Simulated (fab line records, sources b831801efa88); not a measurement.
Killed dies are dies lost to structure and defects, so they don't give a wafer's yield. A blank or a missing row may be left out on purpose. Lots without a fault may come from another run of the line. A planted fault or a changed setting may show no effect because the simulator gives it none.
Which tool did it? | flow sky130 | 12 lots, 36 wafers sampled, at 1 step of a route of 708

WHAT THE GAUGES READ, wafer by wafer
SKY_METAL1_OVL_MEAS_16.
lot  | measured     | on         | METAL1_OVL (nm)
L075 | day 33 06:15 | overlay-02 | -4 5 -12
L077 | day 33 22:49 | overlay-01 | -8 -12 -1
L079 | day 34 17:31 | overlay-01 | 3 5 1
L081 | day 35 09:36 | overlay-02 | -6 -4 -1
L083 | day 35 18:21 | overlay-01 | 0 -4 -6
L085 | day 36 16:12 | overlay-02 | -1 5 1
L087 | day 37 02:07 | overlay-01 | -2 6 -4
L089 | day 37 09:25 | overlay-01 | -2 5 2
L091 | day 38 04:27 | overlay-02 | 3 3 6
L093 | day 38 20:21 | overlay-02 | -7 -2 -6
L095 | day 39 12:24 | overlay-01 | 1 7 2
L097 | day 40 05:55 | overlay-01 | 0 2 0

WHICH TOOL RAN EACH LOT (tool, then ch and the chambers of the sampled wafers, then the start)
The record holds no process step before these readings.

THE ANSWER, worked out from the rows above alone
Rule: what is usual is taken from the lots themselves. Put in order of their means at a reading, lots are off if they are a third of the lots or fewer, leave a main group of 4 or more, and stand apart from it by a gap of 3 or more times the standard deviation of the main group's means; of several such gaps the widest counts. A main group whose means are all the same, to the digits that the tables above print for the reading, isn't used. A lot without any number at a reading at which 4 lots or more have one is off too. The other lots that the step has rows for count as sound.
No lot is off at any reading shown: from this, nothing can be told.

WHAT THE SIMULATOR HAD PUT IN
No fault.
